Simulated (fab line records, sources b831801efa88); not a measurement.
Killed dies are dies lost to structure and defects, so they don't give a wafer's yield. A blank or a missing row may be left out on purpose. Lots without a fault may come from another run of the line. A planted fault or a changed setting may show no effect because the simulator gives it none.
fab line records | flow gf180mcu
record lots=5 wafers=15 last_day=34
route steps=602 shown V2@396 M3@409 V3@429
lots that met no fault: from a run of the same line without faults
start_h: hours from the record's first day to the start of the lot's first wafer shown | wait_h: hours since the lot's step before | " the same as in the row above | L1.1+2: a row that stands for several wafers | - no value, or no start given | * or withheld: withheld | < > ~ a bound
route shown NAME@n: a module of which the file shows steps, and the number in the route of the first | usual: mean/standard deviation of fault-free wafers | same: alike in all rows | chamber/n: place in a boat | sites: the reading at each site | _std_site: their standard deviation | _edge_site: outer sites' mean less inner sites' | radius_mm: how far each site lies from the wafer's centre | mask NAME#n: copy n | behind: the tool/chamber that last shaped the wafer | hold: why the lot was held/for how many hours/how that ended | device: the transistor (n, p or np) that didn't switch | end of line: the same wafers' tests at the end of the route | a step without rows: its recipe alone | killed: dies lost to structure and defects at the first sort, not the wafer's yield | map: a wafer's dies, x killed, . not, _ none there
set.NAME: the setting as run; set.NAME@STEP: as run at that earlier step | model.NAME: the simulator's own value behind a step, which no gauge read
lots at some steps of the route; a table a step, a row a wafer
services: from which hour (start_h, from the record's first day; less than 0 if before it) a tool's chamber was out of use, for how many hours, and why
## steps
# step GF_V2_CD_MEAS_14
# recipe target_cd_nm=260
# usual cd_nm=259.9/1.1
# columns lot.wafer tool chamber start_h wait_h cd_nm
L079.1 cd_sem-02 - 518.09 0.1 259.0
L079.3 " - " " 258.6
L079.5 " - " " 259.4
L082.1 cd_sem-02 - 541.88 0.1 259.1
L082.3 " - " " 260.1
L082.4 " - " " 258.7
L086.2 cd_sem-02 - 566.63 0.1 260.7
L086.3 " - " " 259.7
L086.6 " - " " 260.2
L092.2 cd_sem-02 - 615.60 0.1 260.4
L092.5 " - " " 260.5
L092.6 " - " " 260.1
L095.3 cd_sem-01 - 636.77 0.1 259.5
L095.5 " - " " 261.3
L095.6 " - " " 260.6
# step GF_V2_OVL_MEAS_15
# usual V2_OVL=0/4.9
# columns lot.wafer tool chamber start_h wait_h V2_OVL[nm]
L079.1 overlay-02 - 518.21 0.1 12
L079.3 " - " " 8
L079.5 " - " " 7
L082.1 overlay-02 - 542.00 0.1 -7
L082.3 " - " " -5
L082.4 " - " " -9
L086.2 overlay-02 - 566.74 0.1 2
L086.3 " - " " 4
L086.6 " - " " 6
L092.2 overlay-02 - 615.71 0.1 4
L092.5 " - " " 4
L092.6 " - " " -3
L095.3 overlay-02 - 636.87 0.1 13
L095.5 " - " " 2
L095.6 " - " " 0
# step GF_V2_ETCH_16
# recipe chemistry=N2/H2 target_depth_a=withheld overetch_a=withheld time_s=withheld target=BARC ion_energy_ev=200 source_w=500 bias_w=100 pressure_mtorr=30 n2_flow_sccm=100 h2_flow_sccm=200
# usual drypump_motor_current_A=5.7/0.48 h2_flow_sccm=200.0/0.58 oes_product_au=0.855/0.005 throttle_valve_pct=13.225/0.0087
# columns lot.wafer tool chamber start_h wait_h drypump_motor_current_A h2_flow_sccm oes_product_au throttle_valve_pct
L079.1 rie_diel-03 2 518.24 0.0 5.9 200.7 0.859 13.231
L079.3 " 3 " " 6.3 201.7 0.863 13.219
L079.5 " 3 " " 6.2 200.6 0.858 13.220
L082.1 rie_diel-02 3 542.04 0.0 5.8 201.3 0.852 13.223
L082.3 " 0 " " 5.4 200.5 0.855 13.221
L082.4 " 2 " " 5.5 200.7 0.844 13.222
L086.2 rie_diel-02 3 566.77 0.0 5.8 199.8 0.857 13.235
L086.3 " 1 " " 6.3 199.4 0.862 13.233
L086.6 " 3 " " 5.8 200.2 0.854 13.229
L092.2 rie_diel-02 1 615.74 0.0 6.2 200.8 0.852 13.226
L092.5 " 2 " " 5.5 200.0 0.855 13.233
L092.6 " 1 " " 6.2 200.0 0.853 13.239
L095.3 rie_diel-04 2 636.89 0.0 6.5 200.7 0.859 13.225
L095.5 " 3 " " 4.9 198.7 0.864 13.223
L095.6 " 0 " " 5.0 200.6 0.856 13.227
# step GF_V2_ETCH_17
# recipe chemistry=C4F8/O2/Ar mask_material=KrF target=SiO2 stop_on=TiN source_w=1500 bias_w=1200 pressure_mtorr=40 c4f8_flow_sccm=withheld O2_flow_sccm=6 Ar_flow_sccm=300 time_s=withheld target_depth_a=6300
# usual oes_product_au=0.856/0.0051
# columns lot.wafer tool chamber start_h wait_h oes_product_au
L079.1 rie_diel-03 2 - - 0.856
L079.3 " 3 " " 0.849
L079.5 " 3 " " 0.863
L082.1 rie_diel-02 3 - - 0.859
L082.3 " 0 " " 0.858
L082.4 " 2 " " 0.862
L086.2 rie_diel-02 3 - - 0.860
L086.3 " 1 " " 0.854
L086.6 " 3 " " 0.861
L092.2 rie_diel-02 1 - - 0.863
L092.5 " 2 " " 0.850
L092.6 " 1 " " 0.856
L095.3 rie_diel-04 2 - - 0.857
L095.5 " 3 " " 0.849
L095.6 " 0 " " 0.849
# step GF_V2_STRIP_18
# recipe chemistry=O2/N2 power_w=1400 pressure_mtorr=1500 platen_temp_c=250 o2_flow_sccm=3000 n2_flow_sccm=300 overash_fraction=0.5
# usual drypump_motor_current_A=5.8/0.51 heater_power_w=337/41 oes_product_au=0.594/0.0051
# columns lot.wafer tool chamber start_h wait_h drypump_motor_current_A heater_power_w oes_product_au rf_hours_counter_h
L079.1 plasma_asher-02 1 518.37 - 6.2 321 0.594 42
L079.3 " 1 " " 6.2 326 0.600 -
L079.5 " 1 " " 6.2 327 0.596 -
L082.1 plasma_asher-04 0 542.17 - 5.4 408 0.597 12
L082.3 " 0 " " 5.4 417 0.602 -
L082.4 " 1 " " 5.1 317 0.600 -
L086.2 plasma_asher-03 0 566.90 - 6.6 290 0.597 95
L086.3 " 0 " " 6.6 296 0.604 -
L086.6 " 0 " " 6.6 290 0.601 -
L092.2 plasma_asher-03 1 615.87 - 5.5 349 0.597 101
L092.5 " 1 " " 5.5 334 0.600 -
L092.6 " 0 " " 6.6 286 0.594 -
L095.3 plasma_asher-03 0 637.05 - 6.6 295 0.597 -
L095.5 " 1 " " 5.5 345 0.597 -
L095.6 " 0 " " 6.6 299 0.587 -
# step GF_V2_STRIP_19
# recipe chemistry=post_etch_residue_remover time_s=1200 temp_c=72.5
# same time_s=1200
# columns lot.wafer tool chamber start_h wait_h
L079.1+3+5 wet_bench-02 1 518.47 0.1
L082.1+3+4 wet_bench-01 2 542.27 0.1
L086.2+3+6 wet_bench-04 3 567.00 0.1
L092.2+5+6 wet_bench-01 2 615.97 0.1
L095.3+5+6 wet_bench-04 3 637.12 0.0
# step GF_V2_CLEAN_20
# recipe chemistry=DIW dry=n2_spin
# columns lot.wafer tool chamber start_h wait_h
L079.1+3+5 wet_bench-04 2 519.15 0.0
L082.1+3+4 wet_bench-02 0 542.61 0.0
L086.2+3+6 wet_bench-01 3 567.37 0.0
L092.2+5+6 wet_bench-02 3 616.34 0.0
L095.3+5+6 wet_bench-04 2 637.86 0.0
# step GF_V2_SPUTTER_21
# recipe material=Ti target_thk_nm=15 chamber_pressure_pa=5 power_w=2500 substrate_temp_c=200 time_s=80.02
# usual throttle_valve_pct=30.2/1.1
# same time_s=80.02
# columns lot.wafer tool chamber start_h wait_h throttle_valve_pct
L079.1 pvd_sputter-03 - 519.25 0.0 29.3
L079.3 " - " " 30.6
L079.5 " - " " 30.3
L082.1 pvd_sputter-02 - 542.70 0.0 28.2
L082.3 " - " " 29.9
L082.4 " - " " 32.1
L086.2 pvd_sputter-04 - 567.46 0.0 30.3
L086.3 " - " " 31.0
L086.6 " - " " 30.5
L092.2 pvd_sputter-03 - 616.43 0.0 30.2
L092.5 " - " " 28.1
L092.6 " - " " 29.3
L095.3 pvd_sputter-04 - 638.06 0.0 30.5
L095.5 " - " " 30.6
L095.6 " - " " 31.3
# step GF_V2_SPUTTER_22
# recipe material=TiN target_thk_nm=10 chamber_pressure_pa=4.895 power_w=4000 time_s=40
# usual throttle_valve_pct=30.2/1.1
# same time_s=40
# columns lot.wafer tool chamber start_h wait_h throttle_valve_pct
L079.1 pvd_sputter-03 - 519.31 0.0 29.3
L079.3 " - " " 30.9
L079.5 " - " " 30.1
L082.1 pvd_sputter-02 - 542.76 0.0 28.3
L082.3 " - " " 29.6
L082.4 " - " " 31.9
L086.2 pvd_sputter-04 - 567.52 0.0 30.2
L086.3 " - " " 31.5
L086.6 " - " " 30.3
L092.2 pvd_sputter-03 - 616.49 0.0 30.2
L092.5 " - " " 28.1
L092.6 " - " " 29.2
L095.3 pvd_sputter-04 - 638.13 0.0 30.5
L095.5 " - " " 30.3
L095.6 " - " " 31.4
# step GF_V2_CVD_23
# recipe material=W target_thk_nm=350 time_s=104.94 temp_c=400 pressure_torr=40
# usual heater_power_outer_w=518/39 heater_power_w=876/76
# same time_s=104.94
# columns lot.wafer tool chamber start_h wait_h heater_power_outer_w heater_power_w
L079.1 cvd_w-02 1 519.35 0.0 522 819
L079.3 " 1 " " 522 836
L079.5 " 0 " " 465 775
L082.1 cvd_w-01 1 542.80 0.0 563 957
L082.3 " 0 " " 513 842
L082.4 " 1 " " 564 1006
L086.2 cvd_w-02 0 567.56 0.0 448 805
L086.3 " 0 " " 455 782
L086.6 " 0 " " 452 797
L092.2 cvd_w-01 1 616.53 0.0 561 994
L092.5 " 1 " " 585 988
L092.6 " 0 " " 510 848
L095.3 cvd_w-02 0 638.20 0.1 446 792
L095.5 " 1 " " 512 822
L095.6 " 0 " " 455 770
# step GF_V2_RS_MEAS_24
# recipe thk_meas_gauge=four-point-probe reads=W_of_V2_CVD_23+TiN_of_V2_SPUTTER_22+Ti_of_V2_SPUTTER_21
# usual V2_W_RS=0.331/0.0032
# columns lot.wafer tool chamber start_h wait_h V2_W_RS[ohm/sq]
L079.1 film_metro-03 - 519.47 0.1 0.332
L079.3 " - " " 0.328
L079.5 " - " " 0.330
L082.1 film_metro-01 - 542.92 0.1 0.329
L082.3 " - " " 0.330
L082.4 " - " " 0.329
L086.2 film_metro-02 - 567.69 0.1 0.334
L086.3 " - " " 0.330
L086.6 " - " " 0.333
L092.2 film_metro-02 - 616.67 0.1 0.333
L092.5 " - " " 0.328
L092.6 " - " " 0.334
L095.3 film_metro-01 - 638.32 0.1 0.325
L095.5 " - " " 0.331
L095.6 " - " " 0.330
# step GF_V2_THK_MEAS_25
# recipe thk_meas_gauge=xrf reads=W_of_V2_CVD_23
# usual V2_W_THK=362/4.8
# columns lot.wafer tool chamber start_h wait_h V2_W_THK[nm]
L079.1 film_metro-03 - 519.59 0.1 361
L079.3 " - " " 365
L079.5 " - " " 363
L082.1 film_metro-01 - 543.04 0.1 367
L082.3 " - " " 365
L082.4 " - " " 367
L086.2 film_metro-02 - 567.80 0.1 362
L086.3 " - " " 367
L086.6 " - " " 362
L092.2 film_metro-02 - 616.78 0.1 364
L092.5 " - " " 369
L092.6 " - " " 361
L095.3 film_metro-01 - 638.42 0.1 374
L095.5 " - " " 365
L095.6 " - " " 370
# step GF_V2_CMP_26
# recipe stop_on=SiO2 down_force_psi=3.5 platen_rpm=60 t_overpolish_s=15 target_thk_nm=0 pad_velocity_m_s=0.94248
# usual motor_current_A=10.7/0.98 overpolish_run_s=15.001/0.0098 platen_rpm=60.00/0.037 time_to_endpoint_s=83/3.1
# columns lot.wafer tool chamber start_h wait_h motor_current_A overpolish_run_s platen_rpm time_to_endpoint_s
L079.1 cmp-02 2 519.70 0.1 10.4 14.991 59.99 82
L079.3 " 0 " " 9.3 14.999 60.00 83
L079.5 " 2 " " 10.6 15.022 60.03 81
L082.3 cmp-01 0 543.10 0.0 10.9 14.996 60.04 85
L082.4 " 1 " " 13.2 15.010 60.03 82
L082.1 " 3 " " 10.1 14.992 60.07 86
L086.3 cmp-01 1 567.91 0.1 12.5 15.002 60.03 83
L086.2 " 3 " " 9.8 15.007 60.07 87
L086.6 " 0 " " 10.7 15.001 59.93 82
L092.2 cmp-02 0 616.88 0.1 9.4 14.992 60.03 85
L092.5 " 3 " " 10.6 14.994 59.98 81
L092.6 " 0 " " 9.4 15.014 59.96 84
L095.3 cmp-01 1 638.61 0.2 12.7 15.011 59.97 80
L095.6 " 2 " " 9.0 14.997 60.01 82
L095.5 " 3 " " 10.3 14.995 59.98 81
# step GF_M3_SPUTTER_00
# recipe material=Ti target_thk_nm=37.5 arriving_ion_energy_ev=80 substrate_temp_c=200 chamber_pressure_pa=2 power_w=4000 time_s=150
# usual throttle_valve_pct=30.3/1.1
# same time_s=150
# columns lot.wafer tool chamber start_h wait_h throttle_valve_pct
L079.1 pvd_sputter-02 - 519.95 0.2 28.1
L079.3 " - " " 29.9
L079.5 " - " " 31.9
L082.1 pvd_sputter-01 - 543.40 0.1 30.6
L082.3 " - " " 30.2
L082.4 " - " " 30.5
L086.2 pvd_sputter-04 - 568.18 0.1 30.9
L086.3 " - " " 30.4
L086.6 " - " " 30.3
L092.2 pvd_sputter-01 - 617.13 0.2 31.4
L092.5 " - " " 30.2
L092.6 " - " " 30.8
L095.3 pvd_sputter-02 - 638.76 0.1 28.6
L095.5 " - " " 31.8
L095.6 " - " " 30.0
# step GF_M3_SPUTTER_01
# recipe material=TiN target_thk_nm=30 power_w=6500 time_s=25 chamber_pressure_pa=0.4
# usual throttle_valve_pct=30.3/1
# same time_s=25
# columns lot.wafer tool chamber start_h wait_h throttle_valve_pct
L079.1 pvd_sputter-02 - 520.05 0.1 28.6
L079.3 " - " " 29.9
L079.5 " - " " 31.7
L082.1 pvd_sputter-01 - 543.50 0.1 30.2
L082.3 " - " " 30.1
L082.4 " - " " 30.4
L086.2 pvd_sputter-04 - 568.28 0.1 31.0
L086.3 " - " " 30.1
L086.6 " - " " 30.1
L092.2 pvd_sputter-01 - 617.23 0.1 31.6
L092.5 " - " " 29.9
L092.6 " - " " 30.7
L095.3 pvd_sputter-02 - 638.86 0.1 28.5
L095.5 " - " " 31.8
L095.6 " - " " 30.0
# step GF_M3_SPUTTER_02
# recipe material=AlCu target_thk_nm=450 power_w=10600 time_s=23.9 chamber_pressure_pa=0.4
# usual throttle_valve_pct=30.3/1.1
# same time_s=23.9
# columns lot.wafer tool chamber start_h wait_h throttle_valve_pct
L079.1 pvd_sputter-02 - 520.08 0.0 28.3
L079.3 " - " " 30.0
L079.5 " - " " 31.9
L082.1 pvd_sputter-01 - 543.53 0.0 30.6
L082.3 " - " " 30.1
L082.4 " - " " 30.5
L086.2 pvd_sputter-04 - 568.31 0.0 30.9
L086.3 " - " " 30.2
L086.6 " - " " 30.6
L092.2 pvd_sputter-01 - 617.26 0.0 31.5
L092.5 " - " " 30.2
L092.6 " - " " 30.6
L095.3 pvd_sputter-02 - 638.89 0.0 28.6
L095.5 " - " " 31.9
L095.6 " - " " 29.7
# step GF_M3_SPUTTER_03
# recipe material=Ti target_thk_nm=10 substrate_temp_c=300 chamber_pressure_pa=0.3 power_w=3000 time_s=6.7
# usual throttle_valve_pct=30.3/1.1
# same time_s=6.7
# columns lot.wafer tool chamber start_h wait_h throttle_valve_pct
L079.1 pvd_sputter-02 - 520.11 0.0 28.4
L079.3 " - " " 30.2
L079.5 " - " " 31.7
L082.1 pvd_sputter-01 - 543.56 0.0 30.3
L082.3 " - " " 30.3
L082.4 " - " " 30.4
L086.2 pvd_sputter-04 - 568.34 0.0 31.1
L086.3 " - " " 30.4
L086.6 " - " " 30.3
L092.2 pvd_sputter-01 - 617.29 0.0 31.5
L092.5 " - " " 30.0
L092.6 " - " " 30.4
L095.3 pvd_sputter-02 - 638.92 0.0 28.4
L095.5 " - " " 31.9
L095.6 " - " " 29.9
# step GF_M3_SPUTTER_04
# recipe material=TiN target_thk_nm=50 power_w=6500 time_s=41.7 chamber_pressure_pa=0.4
# usual throttle_valve_pct=30.3/1
# same time_s=41.7
# columns lot.wafer tool chamber start_h wait_h throttle_valve_pct
L079.1 pvd_sputter-02 - 520.13 0.0 28.6
L079.3 " - " " 30.6
L079.5 " - " " 31.8
L082.1 pvd_sputter-01 - 543.58 0.0 30.7
L082.3 " - " " 30.0
L082.4 " - " " 30.5
L086.2 pvd_sputter-04 - 568.36 0.0 30.9
L086.3 " - " " 30.3
L086.6 " - " " 30.4
L092.2 pvd_sputter-01 - 617.31 0.0 31.4
L092.5 " - " " 30.3
L092.6 " - " " 30.4
L095.3 pvd_sputter-02 - 638.94 0.0 28.6
L095.5 " - " " 32.0
L095.6 " - " " 30.1
# step GF_M3_RS_MEAS_05
# recipe thk_meas_gauge=four-point-probe reads=TiN_of_M3_SPUTTER_04+Ti_of_M3_SPUTTER_03+AlCu_of_M3_SPUTTER_02+TiN_of_M3_SPUTTER_01+Ti_of_M3_SPUTTER_00
# usual M3_ALCU_RS=0.0697/0.00075
# columns lot.wafer tool chamber start_h wait_h M3_ALCU_RS[ohm/sq]
L079.1 film_metro-01 - 520.17 0.0 0.0699
L079.3 " - " " 0.0703
L079.5 " - " " 0.0687
L082.1 film_metro-04 - 543.62 0.0 0.0706
L082.3 " - " " 0.0711
L082.4 " - " " 0.0705
L086.2 film_metro-01 - 568.46 0.1 0.0699
L086.3 " - " " 0.0695
L086.6 " - " " 0.0696
L092.2 film_metro-04 - 617.37 0.0 0.0694
L092.5 " - " " 0.0699
L092.6 " - " " 0.0694
L095.3 film_metro-04 - 639.02 0.1 0.0707
L095.5 " - " " 0.0700
L095.6 " - " " 0.0705
# step GF_M3_THK_MEAS_06
# recipe thk_meas_gauge=xrf reads=AlCu_of_M3_SPUTTER_02
# usual M3_ALCU_THK=445/5
# columns lot.wafer tool chamber start_h wait_h M3_ALCU_THK[nm]
L079.1 film_metro-01 - 520.29 0.1 445
L079.3 " - " " 441
L079.5 " - " " 452
L082.1 film_metro-04 - 543.74 0.1 440
L082.3 " - " " 438
L082.4 " - " " 442
L086.2 film_metro-01 - 568.57 0.1 444
L086.3 " - " " 447
L086.6 " - " " 447
L092.2 film_metro-04 - 617.48 0.1 446
L092.5 " - " " 443
L092.6 " - " " 447
L095.3 film_metro-04 - 639.12 0.1 438
L095.5 " - " " 444
L095.6 " - " " 440
# step GF_M3_DEHYDRATE_07
# recipe temp_c=200 time_s=60
# usual heater_power_total_W=160.37/0.12
# same time_s=60
# columns lot.wafer tool chamber start_h wait_h heater_power_total_W
L079.1 litho_track-03 0 530.89 10.6 160.56
L079.3 " 0 " " 160.37
L079.5 " 0 " " 160.53
L082.1 litho_track-01 0 553.65 9.9 160.39
L082.3 " 0 " " 160.44
L082.4 " 0 " " 160.30
L086.2 litho_track-01 0 578.83 10.2 160.42
L086.3 " 0 " " 160.52
L086.6 " 0 " " 160.58
L092.2 litho_track-01 0 627.03 9.5 160.19
L092.5 " 0 " " 160.50
L092.6 " 0 " " 160.26
L095.3 litho_track-01 0 648.70 9.6 160.39
L095.5 " 0 " " 160.56
L095.6 " 0 " " 160.31
# step GF_M3_HMDS_08
# recipe prime_time_s=60 prime_temp_c=120
# usual prime_temp_c=120.01/0.12
# columns lot.wafer tool chamber start_h wait_h prime_temp_c
L079.1 litho_track-03 0 531.04 0.1 120.00
L079.3 " 0 " " 120.00
L079.5 " 0 " " 119.95
L082.1 litho_track-01 0 553.80 0.1 120.05
L082.3 " 0 " " 119.98
L082.4 " 0 " " 119.87
L086.2 litho_track-01 0 578.98 0.1 120.08
L086.3 " 0 " " 120.10
L086.6 " 0 " " 119.92
L092.2 litho_track-01 0 627.18 0.1 119.90
L092.5 " 0 " " 120.01
L092.6 " 0 " " 120.05
L095.3 litho_track-01 0 648.85 0.1 119.87
L095.5 " 0 " " 120.05
L095.6 " 0 " " 119.83
# step GF_M3_COAT_09
# recipe resist=KrF spin_rpm=withheld resist_thk_nm=1000
# columns lot.wafer tool chamber start_h wait_h
L079.1+3+5 litho_track-03 0 531.19 0.1
L082.1+3+4 litho_track-01 0 553.95 0.1
L086.2+3+6 litho_track-01 0 579.13 0.1
L092.2+5+6 litho_track-01 0 627.33 0.1
L095.3+5+6 litho_track-01 0 649.00 0.1
# step GF_M3_SOFTBAKE_10
# recipe temp_c=130 time_s=60 resist=KrF
# usual heater_power_total_W=93.05/0.059
# same time_s=60
# columns lot.wafer tool chamber start_h wait_h heater_power_total_W
L079.1 litho_track-03 0 531.34 0.1 92.88
L079.3 " 0 " " 93.04
L079.5 " 0 " " 93.17
L082.1 litho_track-01 0 554.10 0.1 92.94
L082.3 " 0 " " 93.05
L082.4 " 0 " " 93.09
L086.2 litho_track-01 0 579.28 0.1 92.97
L086.3 " 0 " " 92.92
L086.6 " 0 " " 93.10
L092.2 litho_track-01 0 627.48 0.1 93.06
L092.5 " 0 " " 93.08
L092.6 " 0 " " 93.03
L095.3 litho_track-01 0 649.15 0.1 93.05
L095.5 " 0 " " 93.09
L095.6 " 0 " " 93.06
# step GF_M3_EXPOSE_11
# recipe mask_id=Metal3 target_cd_nm=280 na=0.68 source_shape=conventional sigma_outer=0.6 dose_mj=28
# usual reticle_temp_C=23.00/0.12
# columns lot.wafer tool chamber start_h wait_h mask reticle_temp_C
L079.1 krf_scanner-01 0 - - Metal3#0 23.18
L079.3 " 0 " " Metal3#0 22.87
L079.5 " 0 " " Metal3#0 23.04
L082.1 krf_scanner-01 0 - - Metal3#0 23.08
L082.3 " 0 " " Metal3#0 22.96
L082.4 " 0 " " Metal3#0 22.95
L086.2 krf_scanner-02 0 - - Metal3#0 23.06
L086.3 " 0 " " Metal3#0 23.05
L086.6 " 0 " " Metal3#0 23.16
L092.2 krf_scanner-01 0 - - Metal3#0 22.80
L092.5 " 0 " " Metal3#0 22.70
L092.6 " 0 " " Metal3#0 22.89
L095.3 krf_scanner-01 0 - - Metal3#0 22.93
L095.5 " 0 " " Metal3#0 22.82
L095.6 " 0 " " Metal3#0 23.00
# step GF_M3_PEB_12
# recipe peb_temp_c=135 peb_time_s=90 resist=KrF
# usual heater_power_total_W=85.70/0.079
# columns lot.wafer tool chamber start_h wait_h heater_power_total_W
L079.1 litho_track-04 0 - - 85.72
L079.3 " 0 " " 85.75
L079.5 " 0 " " 85.64
L082.1 litho_track-03 0 - - 85.72
L082.3 " 0 " " 85.63
L082.4 " 0 " " 85.63
L086.2 litho_track-04 0 - - 85.71
L086.3 " 0 " " 85.79
L086.6 " 0 " " 85.71
L092.2 litho_track-01 0 - - 85.61
L092.5 " 0 " " 85.78
L092.6 " 0 " " 85.73
L095.3 litho_track-01 0 - - 85.62
L095.5 " 0 " " 85.76
L095.6 " 0 " " 85.71
# step GF_M3_DEVELOP_13
# recipe develop_time_s=60 dev_temp_c=21
# columns lot.wafer tool chamber start_h wait_h
L079.1+3+5 litho_track-04 0 542.73 0.2
L082.1+3+4 litho_track-03 0 564.79 0.2
L086.2+3+6 litho_track-04 0 589.56 0.2
L092.2+5+6 litho_track-01 0 637.08 0.2
L095.3+5+6 litho_track-01 0 658.80 0.1
# step GF_M3_CD_MEAS_14
# recipe target_cd_nm=280
# usual cd_nm=279.6/1.3
# columns lot.wafer tool chamber start_h wait_h cd_nm
L079.1 cd_sem-01 - 542.88 0.1 278.6
L079.3 " - " " 277.8
L079.5 " - " " 276.5
L082.1 cd_sem-02 - 564.94 0.1 280.6
L082.3 " - " " 280.1
L082.4 " - " " 280.6
L086.2 cd_sem-02 - 589.75 0.2 277.7
L086.3 " - " " 278.1
L086.6 " - " " 277.6
L092.2 cd_sem-02 - 637.22 0.1 279.4
L092.5 " - " " 279.5
L092.6 " - " " 279.8
L095.3 cd_sem-01 - 658.94 0.1 277.7
L095.5 " - " " 278.6
L095.6 " - " " 278.6
# step GF_M3_OVL_MEAS_15
# usual M3_OVL=-3/5.5
# columns lot.wafer tool chamber start_h wait_h M3_OVL[nm]
L079.1 overlay-02 - 543.00 0.1 -12
L079.3 " - " " -9
L079.5 " - " " -13
L082.1 overlay-02 - 565.06 0.1 -12
L082.3 " - " " 3
L082.4 " - " " -7
L086.2 overlay-02 - 589.86 0.1 1
L086.3 " - " " -5
L086.6 " - " " -7
L092.2 overlay-01 - 637.33 0.1 -3
L092.5 " - " " -5
L092.6 " - " " -6
L095.3 overlay-02 - 659.04 0.1 -1
L095.5 " - " " -7
L095.6 " - " " -9
# step GF_M3_METAL_ETCH_16
# recipe chemistry=Cl2/BCl3 mask_material=KrF target_depth_nm=750.8 stop_on=SiO2 pressure_mtorr=8 icp_w=800 bias_w=140 Cl2_flow_sccm=80 bcl3_flow_sccm=40 time_s=125.1
# usual drypump_motor_current_A=5.6/0.4 oes_product_au=0.993/0.0052 throttle_valve_pct=28.227/0.0091
# same time_s=125.1
# columns lot.wafer tool chamber start_h wait_h drypump_motor_current_A oes_product_au rf_hours_counter_h throttle_valve_pct
L079.1 rie_metal-03 0 543.04 0.0 6.0 0.988 11 28.236
L079.3 " 1 " " 5.2 0.996 - 28.221
L079.5 " 0 " " 6.0 0.994 - 28.235
L082.1 rie_metal-01 0 565.09 0.0 5.9 1.002 6 28.234
L082.3 " 0 " " 5.9 1.003 - 28.212
L082.4 " 1 " " 6.2 0.997 - 28.227
L086.2 rie_metal-02 1 589.89 0.0 5.4 0.990 12 28.237
L086.3 " 0 " " 5.0 0.994 - 28.238
L086.6 " 1 " " 5.4 0.989 - 28.229
L092.2 rie_metal-02 0 637.36 0.0 5.1 0.990 3 28.219
L092.5 " 1 " " 5.4 0.984 - 28.226
L092.6 " 0 " " 5.1 0.997 - 28.229
L095.3 rie_metal-01 0 659.15 0.1 5.9 0.997 - 28.229
L095.5 " 0 " " 5.9 0.993 - 28.222
L095.6 " 0 " " 5.9 1.002 - 28.225
# step GF_M3_STRIP_17
# recipe chemistry=O2/N2 power_w=1400 pressure_mtorr=1500 platen_temp_c=250 o2_flow_sccm=3000 n2_flow_sccm=300 overash_fraction=0.5
# usual drypump_motor_current_A=5.92/0.28 heater_power_w=311/15 oes_product_au=0.536/0.0051 strip_time_to_endpoint_s=7.36/0.048
# columns lot.wafer tool chamber start_h wait_h drypump_motor_current_A heater_power_w oes_product_au rf_hours_counter_h strip_time_to_endpoint_s
L079.1 plasma_asher-01 0 543.17 0.1 5.96 295 0.541 76 7.39
L079.3 " 0 " " 5.97 291 0.541 - 7.33
L079.5 " 0 " " 5.96 298 0.539 - 7.36
L082.1 plasma_asher-02 1 565.22 0.1 6.18 327 0.542 46 7.37
L082.3 " 1 " " 6.21 321 0.523 - 7.30
L082.4 " 0 " " 6.03 311 0.534 - 7.32
L086.2 plasma_asher-02 0 590.06 0.1 6.03 320 0.533 49 7.42
L086.3 " 1 " " 6.20 330 0.541 - 7.40
L086.6 " 1 " " 6.19 321 0.542 - 7.42
L092.2 plasma_asher-01 1 637.49 0.1 5.62 302 0.545 85 7.35
L092.5 " 0 " " 5.96 297 0.539 - 7.40
L092.6 " 1 " " 5.60 311 0.533 - 7.35
L095.3 plasma_asher-01 1 659.35 0.2 5.61 311 0.531 - 7.30
L095.5 " 0 " " 5.97 294 0.536 - 7.31
L095.6 " 1 " " 5.61 304 0.527 - 7.29
# step GF_M3_STRIP_18
# recipe chemistry=post_etch_residue_remover time_s=1200 temp_c=72.5
# same time_s=1200
# columns lot.wafer tool chamber start_h wait_h
L079.1+3+5 wet_bench-03 1 543.27 0.1
L082.1+3+4 wet_bench-04 0 565.32 0.1
L086.2+3+6 wet_bench-03 1 590.16 0.1
L092.2+5+6 wet_bench-02 3 637.59 0.1
L095.3+5+6 wet_bench-03 1 659.42 0.0
# step GF_M3_CLEAN_19
# recipe chemistry=DIW dry=n2_spin
# columns lot.wafer tool chamber start_h wait_h
L079.1+3+5 wet_bench-02 1 543.61 0.0
L082.1+3+4 wet_bench-03 3 565.69 0.0
L086.2+3+6 wet_bench-04 3 590.50 0.0
L092.2+5+6 wet_bench-03 1 637.93 0.0
L095.3+5+6 wet_bench-02 2 659.76 0.0
# step GF_V3_CVD_00
# recipe material=SiO2 target_thk_nm=600 sigma_open_frac=0.3 temp_c=400 time_s=100 sih4_flow_sccm=60 pressure_mtorr=6
# same time_s=100
# columns lot.wafer tool chamber start_h wait_h
L079.1+3+5 hdpcvd-02 2,0,1 543.70 0.0
L082.1+3+4 hdpcvd-02 1,2,2 565.79 0.0
L086.2+3+6 hdpcvd-01 2,0,1 590.60 0.0
L092.2+5+6 hdpcvd-02 0,0,2 638.02 0.0
L095.3+5+6 hdpcvd-02 1,0,2 659.85 0.0
# step GF_V3_THK_MEAS_01
# recipe reads=SiO2_of_V3_CVD_00
# usual V3_CVD_00_THK=597/6.7
# columns lot.wafer tool chamber start_h wait_h V3_CVD_00_THK[nm]
L079.1 film_metro-02 - 543.78 0.0 599
L079.3 " - " " 614
L079.5 " - " " 599
L082.1 film_metro-04 - 565.86 0.0 598
L082.3 " - " " 591
L082.4 " - " " 599
L086.2 film_metro-03 - 590.68 0.0 592
L086.3 " - " " 591
L086.6 " - " " 599
L092.2 film_metro-03 - 638.10 0.0 599
L092.5 " - " " 593
L092.6 " - " " 598
L095.3 film_metro-04 - 659.94 0.1 597
L095.5 " - " " 598
L095.6 " - " " 597
## services
# columns tool chamber start_h hours kind
cmp-02 - 505.45 13.8 repair
plasma_asher-03 - 506.88 5.5 repair
pvd_sputter-03 - 507.62 8.4 repair
rie_metal-01 - 529.49 2.8 pm
pvd_sputter-02 - 530.37 2.5 repair
cmp-02 - 532.86 1.7 repair
plasma_asher-02 - 535.55 2.8 pm
pvd_sputter-01 - 539.85 2.2 repair
pvd_sputter-04 - 540.96 4.4 repair
cmp-01 - 548.15 1.6 repair
cmp-01 - 556.19 4.0 pm
pvd_sputter-02 - 561.33 5.5 repair
krf_scanner-01 - 575.51 0.8 pm
cmp-01 - 577.82 1.6 repair
wet_bench-03 - 578.09 2.0 repair
cvd_w-02 0 583.22 10.6 repair
cvd_w-02 - 584.57 1.0 repair
cmp-01 - 605.23 4.0 pm
krf_scanner-01 - 632.20 4.4 pm
cvd_w-02 1 633.67 2.5 repair
pvd_sputter-03 - 634.02 12.6 repair
krf_scanner-01 - 636.58 1.0 pm
krf_scanner-01 - 654.71 1.3 pm
plasma_asher-01 - 655.36 1.2 repair
## key
fault none
